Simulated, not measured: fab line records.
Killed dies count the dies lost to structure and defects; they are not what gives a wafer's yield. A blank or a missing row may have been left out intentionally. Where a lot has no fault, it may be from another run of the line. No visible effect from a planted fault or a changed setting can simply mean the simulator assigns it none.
fab line records | flow sfqLine
record lots=5 | wafers=15 | lastDay=86
route steps=325 shown M6@256 I6@266
lots that met no fault: taken from a fault-free run of the same line
startH: hours from the record's first day to the start of the lot's first wafer shown | waitH: hours from the lot's prior step to this one | " identical to the entry in the row above | L1.1+2: a row that stands for several wafers | - no value present, or no start provided | * or withheld: withheld | < > ~ a bound
route shown NAME@n: a module of which the file shows steps, and the number in the route of the first | usual: mean/standard deviation of fault-free wafers | same: alike in all rows | chamber/n: place in a boat | sites: each site's reading | _std_site: standard deviation across them | _edge_site: mean of outer sites minus mean of inner sites | radiusMm: how far each site lies from the wafer's centre | mask NAME#n: copy n | behind: the tool/chamber that last shaped the wafer | hold: cause of the lot's hold/its duration in hours/its outcome | device: transistor that didn't switch, given as n, p or np | end of line: tests run on the same wafers once the route is complete | a step given without rows: its recipe and nothing more | killed: at the first sort, the dies lost to defects and structure; wafer yield is something else | map: per-die view of a wafer (x killed, . not killed, _ where there is no die)
set.NAME: the setting the step ran with; set.NAME@STEP: the setting that earlier step ran with | model.NAME: the simulator's own value behind a step, which no gauge read
lots at selected steps of the route; one table per step, one row per wafer
services: from which hour (startH, from the record's first day; less than 0 if before it) a tool's chamber was out of use, for how many hours, and why
## steps
# step SFQ_TRILAYER_M6_LITHO_COAT_159
# recipe resist=KrF | spinRpm=3000 | resistThkNm=600
lot.wafer  | tool          | chamber | startH  | waitH
L075.2+4+5 | lithoTrack-01 | 0       | 1438.24 | 0.2
L080.4+5+6 | lithoTrack-01 | 0       | 1640.33 | 0.2
L085.1+4+5 | lithoTrack-02 | 0       | 1806.47 | 0.2
L089.2+4+6 | lithoTrack-01 | 0       | 1816.10 | 0.2
L096.1+2+6 | lithoTrack-02 | 0       | 1841.25 | 0.2
# step SFQ_TRILAYER_M6_LITHO_SOFTBAKE_163
# recipe tempC=withheld | timeS=withheld | resist=KrF
lot.wafer  | tool          | chamber | startH  | waitH
L075.2+4+5 | lithoTrack-01 | 0       | 1438.51 | 0.2
L080.4+5+6 | lithoTrack-01 | 0       | 1640.55 | 0.2
L085.1+4+5 | lithoTrack-02 | 0       | 1806.77 | 0.2
L089.2+4+6 | lithoTrack-01 | 0       | 1816.38 | 0.2
L096.1+2+6 | lithoTrack-02 | 0       | 1841.55 | 0.2
# step SFQ_TRILAYER_M6_LITHO_EXPOSE_160
# recipe maskId=M6 | na=0.6 | sourceShape=conventional | sigmaOuter=0.65 | targetCdNm=500 | doseMj=14.4
lot.wafer  | tool          | chamber | startH  | waitH | mask
L075.2+4+5 | krfScanner-01 | 0       | 1556.69 | -     | M6#0
L080.4+5+6 | krfScanner-02 | 0       | 1641.53 | -     | M6#0
L085.1+4+5 | krfScanner-01 | 0       | 1808.82 | -     | M6#0
L089.2+4+6 | krfScanner-01 | 0       | 1819.10 | -     | M6#0
L096.1+2+6 | krfScanner-01 | 0       | 1846.05 | -     | M6#0
# step SFQ_TRILAYER_M6_LITHO_PEB_162
# recipe pebTempC=115 | pebTimeS=60 | resist=KrF
# usual heaterPowerTotalW=79.16/0.066 | plateTempC=115.01/0.13
lot.wafer | tool          | chamber | startH  | waitH | heaterPowerTotalW | plateTempC
L075.2    | lithoTrack-02 | 0       | 1557.71 | 0.8   | 79.11             | 115.03
L075.4    | "             | 0       | "       | "     | 79.24             | 115.03
L075.5    | "             | 0       | "       | "     | 79.16             | 115.05
L080.4    | lithoTrack-01 | 0       | 1642.21 | 0.5   | 79.15             | 114.72
L080.5    | "             | 0       | "       | "     | 79.23             | 115.01
L080.6    | "             | 0       | "       | "     | 79.15             | 114.87
L085.1    | lithoTrack-01 | 0       | 1810.02 | 1.0   | 79.03             | 114.87
L085.4    | "             | 0       | "       | "     | 79.18             | 114.89
L085.5    | "             | 0       | "       | "     | 79.12             | 114.88
L089.2    | lithoTrack-03 | 0       | 1820.13 | 0.8   | 79.11             | 114.92
L089.4    | "             | 0       | "       | "     | 79.10             | 115.11
L089.6    | "             | 0       | "       | "     | 79.21             | 115.16
L096.1    | lithoTrack-01 | 0       | 1847.25 | 1.0   | 79.13             | 115.02
L096.2    | "             | 0       | "       | "     | 79.18             | 115.25
L096.6    | "             | 0       | "       | "     | 79.05             | 115.25
# step SFQ_TRILAYER_M6_LITHO_DEVELOP_161
# recipe timeS=60 | resist=KrF
lot.wafer  | tool          | chamber | startH  | waitH
L075.2+4+5 | lithoTrack-02 | 0       | 1557.86 | 0.1
L080.4+5+6 | lithoTrack-01 | 0       | 1642.36 | 0.1
L085.1+4+5 | lithoTrack-01 | 0       | 1810.17 | 0.1
L089.2+4+6 | lithoTrack-03 | 0       | 1820.28 | 0.1
L096.1+2+6 | lithoTrack-01 | 0       | 1847.40 | 0.1
# step SFQ_M6_OVL_MEAS_940
# usual M6_OVL=0/5.2
lot.wafer | tool       | chamber | startH  | waitH | M6_OVL[nm]
L075.2    | overlay-02 | -       | 1557.99 | 0.1   | 5
L075.4    | "          | -       | "       | "     | 6
L075.5    | "          | -       | "       | "     | -3
L080.4    | overlay-01 | -       | 1642.45 | 0.1   | 3
L080.5    | "          | -       | "       | "     | -2
L080.6    | "          | -       | "       | "     | 1
L085.1    | overlay-01 | -       | 1810.32 | 0.1   | 3
L085.4    | "          | -       | "       | "     | 6
L085.5    | "          | -       | "       | "     | 6
L089.2    | overlay-02 | -       | 1820.41 | 0.1   | -4
L089.4    | "          | -       | "       | "     | -8
L089.6    | "          | -       | "       | "     | -5
L096.1    | overlay-01 | -       | 1847.55 | 0.1   | -8
L096.2    | "          | -       | "       | "     | 0
L096.6    | "          | -       | "       | "     | -2
# step SFQ_TRILAYER_M6_BARC_OPEN_METAL_ETCH_206
# recipe maskMaterial=PR | chemistry=O2 | targetDepthNm=125 | target=BARC | icpW=600 | biasW=80 | pressureMtorr=10 | timeS=41.7
# usual drypumpMotorCurrentA=5.6/0.49 | oesProductAu=0.685/0.0042
lot.wafer | tool        | chamber | startH  | waitH | drypumpMotorCurrentA | oesProductAu | rfHoursCounterH
L075.2    | rieMetal-03 | 1       | 1558.02 | 0.0   | 6.4                  | 0.677        | 50
L075.4    | "           | 1       | "       | "     | 6.4                  | 0.688        | -
L075.5    | "           | 1       | "       | "     | 6.4                  | 0.683        | -
L080.4    | rieMetal-02 | 1       | 1642.49 | 0.0   | 5.7                  | 0.685        | -
L080.5    | "           | 1       | "       | "     | 5.7                  | 0.680        | -
L080.6    | "           | 0       | "       | "     | 5.5                  | 0.689        | -
L085.1    | rieMetal-03 | 1       | 1810.36 | 0.0   | 6.4                  | 0.687        | 83
L085.4    | "           | 1       | "       | "     | 6.4                  | 0.684        | -
L085.5    | "           | 0       | "       | "     | 5.1                  | 0.684        | -
L089.2    | rieMetal-03 | 0       | 1820.44 | 0.0   | 5.1                  | 0.682        | 116
L089.4    | "           | 1       | "       | "     | 6.4                  | 0.675        | -
L089.6    | "           | 1       | "       | "     | 6.4                  | 0.678        | -
L096.1    | rieMetal-03 | 0       | 1847.59 | 0.0   | 5.1                  | 0.687        | 121
L096.2    | "           | 1       | "       | "     | 6.4                  | 0.681        | 90
L096.6    | "           | 0       | "       | "     | 5.1                  | 0.684        | -
# step SFQ_TRILAYER_M6_ETCH_METAL_ETCH_162
# recipe target=Nb | stopOn=SiO2 | maskMaterial=PR | chemistry=Cl2/Ar | targetDepthNm=240 | icpW=600 | biasW=80 | pressureMtorr=10 | timeS=120
# usual drypumpMotorCurrentA=5.6/0.49 | oesProductAu=0.894/0.0064
lot.wafer | tool        | chamber | startH  | waitH | drypumpMotorCurrentA | oesProductAu | rfHoursCounterH
L075.2    | rieMetal-03 | 1       | 1558.08 | 0.0   | 6.4                  | 0.894        | 50
L075.4    | "           | 1       | "       | "     | 6.4                  | 0.898        | -
L075.5    | "           | 1       | "       | "     | 6.4                  | 0.904        | -
L080.4    | rieMetal-02 | 1       | 1642.57 | 0.1   | 5.7                  | 0.904        | -
L080.5    | "           | 1       | "       | "     | 5.7                  | 0.905        | -
L080.6    | "           | 0       | "       | "     | 5.4                  | 0.895        | -
L085.1    | rieMetal-03 | 1       | 1810.42 | 0.0   | 6.4                  | 0.888        | 83
L085.4    | "           | 1       | "       | "     | 6.4                  | 0.890        | -
L085.5    | "           | 0       | "       | "     | 5.1                  | 0.890        | -
L089.2    | rieMetal-03 | 0       | 1820.50 | 0.0   | 5.2                  | 0.887        | 116
L089.4    | "           | 1       | "       | "     | 6.4                  | 0.897        | -
L089.6    | "           | 1       | "       | "     | 6.4                  | 0.897        | -
L096.1    | rieMetal-03 | 0       | 1847.65 | 0.0   | 5.1                  | 0.894        | 121
L096.2    | "           | 1       | "       | "     | 6.4                  | 0.897        | 90
L096.6    | "           | 0       | "       | "     | 5.1                  | 0.890        | -
# step SFQ_TRILAYER_M6_STRIP_STRIP_163
# recipe gas=O2 | powerW=200 | platenTempC=40 | overashFraction=0.65 | chemistry=O2 | pressureMtorr=50
# usual drypumpMotorCurrentA=5.6/0.49 | oesProductAu=0.999/0.0077
lot.wafer | tool        | chamber | startH  | waitH | drypumpMotorCurrentA | oesProductAu | rfHoursCounterH
L075.2    | rieMetal-03 | 1       | 1558.21 | 0.1   | 6.4                  | 0.991        | 50
L075.4    | "           | 1       | "       | "     | 6.4                  | 1.000        | -
L075.5    | "           | 1       | "       | "     | 6.4                  | 1.007        | -
L080.4    | rieMetal-02 | 1       | 1642.85 | 0.2   | 5.6                  | 1.002        | -
L080.5    | "           | 1       | "       | "     | 5.7                  | 0.995        | -
L080.6    | "           | 0       | "       | "     | 5.5                  | 0.999        | -
L085.1    | rieMetal-03 | 1       | 1810.54 | 0.1   | 6.4                  | 0.995        | 83
L085.4    | "           | 1       | "       | "     | 6.4                  | 0.995        | -
L085.5    | "           | 0       | "       | "     | 5.1                  | 1.002        | -
L089.2    | rieMetal-03 | 0       | 1820.62 | 0.1   | 5.1                  | 0.999        | 116
L089.4    | "           | 1       | "       | "     | 6.4                  | 0.997        | -
L089.6    | "           | 1       | "       | "     | 6.4                  | 0.999        | -
L096.1    | rieMetal-03 | 0       | 1847.77 | 0.1   | 5.1                  | 0.991        | 122
L096.2    | "           | 1       | "       | "     | 6.4                  | 0.987        | 90
L096.6    | "           | 0       | "       | "     | 5.1                  | 0.996        | -
# step SFQ_TRILAYER_M6_STRIP_SOLV_CLEAN_164
# recipe chemistry=NMP | tempC=70 | timeS=600
lot.wafer  | tool        | chamber | startH  | waitH
L075.2+4+5 | wetBench-01 | 0,2,6   | 1558.81 | 0.4
L080.4+5+6 | wetBench-04 | 6,3,4   | 1643.25 | 0.2
L085.1+4+5 | wetBench-04 | 1,4,0   | 1811.14 | 0.4
L089.2+4+6 | wetBench-01 | 3,6,0   | 1821.22 | 0.4
L096.1+2+6 | wetBench-01 | 4,5,3   | 1848.37 | 0.4
# step SFQ_TRILAYER_I6_DEP_PECVD_165
# recipe material=SiO2 | tempC=150 | timeS=111.11 | pressureTorr=2.4 | rfW=183.3 | precursor=SiH4/N2O | targetThkNm=500
# usual heaterPowerW=95/24 | showerheadVppV=816/43 | throttleValvePct=24.8/1.1
lot.wafer | tool     | chamber | startH  | waitH | heaterPowerW | showerheadVppV | throttleValvePct
L075.2    | pecvd-02 | 0       | 1558.98 | 0.0   | 73           | 849            | 26.8
L075.4    | "        | 2       | "       | "     | 80           | 904            | 26.0
L075.5    | "        | 0       | "       | "     | 76           | 844            | 26.7
L080.4    | pecvd-02 | 1       | 1643.47 | 0.0   | 82           | 850            | 22.9
L080.5    | "        | 0       | "       | "     | 67           | 842            | 27.0
L080.6    | "        | 2       | "       | "     | 69           | 908            | 26.2
L085.1    | pecvd-03 | 2       | 1811.33 | 0.0   | 121          | 835            | 23.7
L085.4    | "        | 0       | "       | "     | 91           | 763            | 24.7
L085.5    | "        | 2       | "       | "     | 126          | 828            | 23.4
L089.2    | pecvd-04 | 0       | 1821.41 | 0.0   | 99           | 761            | 25.2
L089.4    | "        | 2       | "       | "     | 150          | 823            | 24.7
L089.6    | "        | 1       | "       | "     | 76           | 805            | 25.0
L096.1    | pecvd-03 | 2       | 1848.55 | 0.0   | 121          | 835            | 24.1
L096.2    | "        | 1       | "       | "     | 68           | 821            | 25.3
L096.6    | "        | 0       | "       | "     | 81           | 752            | 24.9
# step SFQ_TRILAYER_I6_CMP_CMP_166
# recipe material=SiO2 | downForcePsi=3 | platenRpm=60 | padVelocityMS=0.94248
# usual motorCurrentA=9.7/0.89 | platenRpm=60.00/0.036 | slurryFlowMlMin=150.0/0.45 | timeToEndpointS=218/8
lot.wafer | tool   | chamber | startH  | waitH | motorCurrentA | platenRpm | slurryFlowMlMin | timeToEndpointS
L075.2    | cmp-02 | 0       | 1581.50 | 22.5  | 9.5           | 60.02     | 150.2           | 217
L075.4    | "      | 3       | 1583.00 | 23.9  | 11.8          | 59.98     | 150.2           | 223
L075.5    | "      | 1       | 1584.00 | 24.9  | 10.2          | 60.02     | 150.4           | 221
L080.4    | cmp-01 | 1       | 1648.26 | 4.8   | 9.4           | 60.01     | 150.1           | 226
L080.6    | "      | 2       | "       | "     | 8.3           | 60.03     | 149.5           | 227
L080.5    | "      | 3       | "       | "     | 8.2           | 60.02     | 150.1           | 224
L085.1    | cmp-01 | 0       | 1813.61 | 2.2   | 9.9           | 60.01     | 150.5           | 211
L085.4    | "      | 1       | "       | "     | 10.0          | 59.96     | 149.4           | 213
L085.5    | "      | 3       | 1815.11 | 3.7   | 8.7           | 60.03     | 149.6           | 219
L089.2    | cmp-01 | 1       | 1821.61 | 0.2   | 9.6           | 59.99     | 149.9           | 224
L089.4    | "      | 3       | 1822.61 | 1.1   | 8.4           | 60.00     | 149.7           | 235
L089.6    | "      | 2       | 1824.11 | 2.6   | 9.2           | 60.01     | 150.4           | 233
L096.1    | cmp-02 | 3       | 1848.63 | 0.0   | 11.1          | 60.03     | 149.7           | 206
L096.2    | "      | 0       | "       | "     | 9.7           | 59.99     | 149.8           | 206
L096.6    | "      | 3       | 1850.63 | 2.0   | 12.3          | 60.00     | 150.3           | 220
# step SFQ_I6_BOW_MEAS_941
# recipe mode=bow
# usual I6_BOW=5/11
lot.wafer | tool         | chamber | startH  | waitH | I6_BOW[um]
L075.2    | filmMetro-02 | -       | 1584.52 | 2.5   | 9
L075.4    | "            | -       | "       | "     | 9
L075.5    | "            | -       | "       | "     | 18
L080.4    | filmMetro-02 | -       | 1649.82 | 1.1   | 25
L080.5    | "            | -       | "       | "     | 26
L080.6    | "            | -       | "       | "     | 16
L085.1    | filmMetro-02 | -       | 1815.61 | 1.5   | -8
L085.4    | "            | -       | "       | "     | -23
L085.5    | "            | -       | "       | "     | -15
L089.2    | filmMetro-01 | -       | 1824.63 | 2.5   | -1
L089.4    | "            | -       | "       | "     | 4
L089.6    | "            | -       | "       | "     | -8
L096.1    | filmMetro-01 | -       | 1851.63 | 2.5   | 13
L096.2    | "            | -       | "       | "     | -1
L096.6    | "            | -       | "       | "     | 1
# step SFQ_TRILAYER_I6_METRO_MEASURE_167
# usual thkNm=200.2/1.1
lot.wafer | tool         | chamber | startH  | waitH | thkNm
L075.2    | filmMetro-02 | -       | 1584.82 | 0.3   | 198.6
L075.4    | "            | -       | "       | "     | 200.0
L075.5    | "            | -       | "       | "     | 199.4
L080.4    | filmMetro-02 | -       | 1650.48 | 0.6   | 200.7
L080.5    | "            | -       | "       | "     | 200.8
L080.6    | "            | -       | "       | "     | 201.0
L085.1    | filmMetro-02 | -       | 1815.73 | 0.1   | 201.5
L085.4    | "            | -       | "       | "     | 201.9
L085.5    | "            | -       | "       | "     | 202.0
L089.2    | filmMetro-01 | -       | 1824.93 | 0.3   | 201.1
L089.4    | "            | -       | "       | "     | 202.3
L089.6    | "            | -       | "       | "     | 200.8
L096.1    | filmMetro-01 | -       | 1851.75 | 0.1   | 201.6
L096.2    | "            | -       | "       | "     | 201.1
L096.6    | "            | -       | "       | "     | 200.6
# step SFQ_TRILAYER_I6_VIA_LITHO_COAT_174
# recipe resist=BARC | spinRpm=3000 | resistThkNm=62
lot.wafer  | tool          | chamber | startH  | waitH
L075.2+4+5 | lithoTrack-04 | 0       | 1585.87 | 0.8
L080.4+5+6 | lithoTrack-01 | 0       | 1651.23 | 0.6
L085.1+4+5 | lithoTrack-01 | 0       | 1816.93 | 1.0
L089.2+4+6 | lithoTrack-02 | 0       | 1825.98 | 0.8
L096.1+2+6 | lithoTrack-02 | 0       | 1852.95 | 1.0
# step SFQ_TRILAYER_I6_VIA_LITHO_COAT_169
# recipe resist=KrF | spinRpm=3000 | resistThkNm=650
lot.wafer  | tool          | chamber | startH  | waitH
L075.2+4+5 | lithoTrack-04 | 0       | 1586.17 | 0.2
L080.4+5+6 | lithoTrack-01 | 0       | 1651.53 | 0.2
L085.1+4+5 | lithoTrack-01 | 0       | 1817.23 | 0.2
L089.2+4+6 | lithoTrack-02 | 0       | 1826.28 | 0.2
L096.1+2+6 | lithoTrack-02 | 0       | 1853.25 | 0.2
# step SFQ_TRILAYER_I6_VIA_LITHO_SOFTBAKE_173
# recipe tempC=withheld | timeS=withheld | resist=KrF
lot.wafer  | tool          | chamber | startH  | waitH
L075.2+4+5 | lithoTrack-04 | 0       | 1586.44 | 0.2
L080.4+5+6 | lithoTrack-01 | 0       | 1651.75 | 0.2
L085.1+4+5 | lithoTrack-01 | 0       | 1817.53 | 0.2
L089.2+4+6 | lithoTrack-02 | 0       | 1826.56 | 0.2
L096.1+2+6 | lithoTrack-02 | 0       | 1853.55 | 0.2
# step SFQ_TRILAYER_I6_VIA_LITHO_EXPOSE_170
# recipe maskId=I6 | na=0.6 | sourceShape=conventional | sigmaOuter=0.65 | targetCdNm=700 | doseMj=21.3
lot.wafer  | tool          | chamber | startH  | waitH | mask
L075.2+4+5 | krfScanner-02 | 0       | 1586.77 | -     | I6#0
L080.4+5+6 | krfScanner-02 | 0       | 1653.25 | -     | I6#0
L085.1+4+5 | krfScanner-01 | 0       | 1820.10 | -     | I6#0
L089.2+4+6 | krfScanner-01 | 0       | 1829.90 | -     | I6#0
L096.1+2+6 | krfScanner-01 | 0       | 1958.83 | -     | I6#0
# step SFQ_TRILAYER_I6_VIA_LITHO_PEB_172
# recipe pebTempC=115 | pebTimeS=60 | resist=KrF
# usual heaterPowerTotalW=79.15/0.07 | plateTempC=115.03/0.14
lot.wafer | tool          | chamber | startH  | waitH | heaterPowerTotalW | plateTempC
L075.2    | lithoTrack-01 | 0       | 1587.79 | 0.8   | 79.18             | 115.18
L075.4    | "             | 0       | "       | "     | 78.98             | 115.14
L075.5    | "             | 0       | "       | "     | 79.11             | 115.04
L080.4    | lithoTrack-04 | 0       | 1653.93 | 0.5   | 79.22             | 115.25
L080.5    | "             | 0       | "       | "     | 79.10             | 115.13
L080.6    | "             | 0       | "       | "     | 79.08             | 115.05
L085.1    | lithoTrack-04 | 0       | 1821.30 | 1.0   | 79.22             | 114.94
L085.4    | "             | 0       | "       | "     | 79.19             | 115.08
L085.5    | "             | 0       | "       | "     | 79.20             | 115.02
L089.2    | lithoTrack-01 | 0       | 1830.93 | 0.8   | 79.20             | 115.11
L089.4    | "             | 0       | "       | "     | 79.07             | 115.06
L089.6    | "             | 0       | "       | "     | 79.26             | 115.08
L096.1    | lithoTrack-01 | 0       | 1960.03 | 1.0   | 79.19             | 115.13
L096.2    | "             | 0       | "       | "     | 79.19             | 115.00
L096.6    | "             | 0       | "       | "     | 79.24             | 115.04
# step SFQ_TRILAYER_I6_VIA_LITHO_DEVELOP_171
# recipe timeS=60 | resist=KrF
lot.wafer  | tool          | chamber | startH  | waitH
L075.2+4+5 | lithoTrack-01 | 0       | 1587.94 | 0.1
L080.4+5+6 | lithoTrack-04 | 0       | 1654.08 | 0.1
L085.1+4+5 | lithoTrack-04 | 0       | 1821.45 | 0.1
L089.2+4+6 | lithoTrack-01 | 0       | 1831.08 | 0.1
L096.1+2+6 | lithoTrack-01 | 0       | 1960.18 | 0.1
# step SFQ_I6_OVL_MEAS_942
# usual I6_OVL=1/5.1
lot.wafer | tool       | chamber | startH  | waitH | I6_OVL[nm]
L075.2    | overlay-02 | -       | 1588.07 | 0.1   | 4
L075.4    | "          | -       | "       | "     | 2
L075.5    | "          | -       | "       | "     | 3
L080.4    | overlay-02 | -       | 1654.17 | 0.1   | -4
L080.5    | "          | -       | "       | "     | -2
L080.6    | "          | -       | "       | "     | 2
L085.1    | overlay-02 | -       | 1821.60 | 0.1   | -4
L085.4    | "          | -       | "       | "     | 0
L085.5    | "          | -       | "       | "     | -2
L089.2    | overlay-02 | -       | 1831.21 | 0.1   | 4
L089.4    | "          | -       | "       | "     | 3
L089.6    | "          | -       | "       | "     | -1
L096.1    | overlay-02 | -       | 1960.33 | 0.1   | -4
L096.2    | "          | -       | "       | "     | -7
L096.6    | "          | -       | "       | "     | -6
## services
tool          | chamber | startH  | hours | kind
krfScanner-02 | -       | 1420.17 | 0.8   | pm
cmp-01        | -       | 1430.61 | 1.6   | repair
cmp-01        | -       | 1432.23 | 4.0   | pm
krfScanner-01 | -       | 1445.53 | 4.0   | pm
cmp-01        | -       | 1462.73 | 4.8   | pm
krfScanner-01 | -       | 1486.20 | 1.8   | repair
rieMetal-02   | 0       | 1503.68 | 5.5   | repair
krfScanner-01 | -       | 1524.98 | 1.0   | pm
rieMetal-03   | -       | 1539.30 | 2.6   | repair
krfScanner-01 | -       | 1547.58 | 1.3   | pm
krfScanner-01 | -       | 1549.16 | 0.3   | repair
rieMetal-03   | 1       | 1584.04 | 20.1  | repair
rieMetal-03   | 1       | 1666.57 | 6.3   | repair
krfScanner-01 | -       | 1676.49 | 0.8   | pm
krfScanner-01 | -       | 1677.58 | 7.2   | pm
krfScanner-01 | -       | 1694.14 | 1.0   | pm
krfScanner-01 | -       | 1724.45 | 1.3   | pm
krfScanner-01 | -       | 1725.75 | 4.4   | pm
krfScanner-01 | -       | 1770.73 | 0.3   | repair
rieMetal-03   | -       | 1817.67 | 0.1   | repair
krfScanner-01 | -       | 1862.85 | 1.0   | pm
rieMetal-03   | 1       | 1889.14 | 4.3   | repair
krfScanner-01 | -       | 1899.78 | 1.3   | pm
rieMetal-03   | -       | 1943.98 | 14.6  | pm
## key
fault none
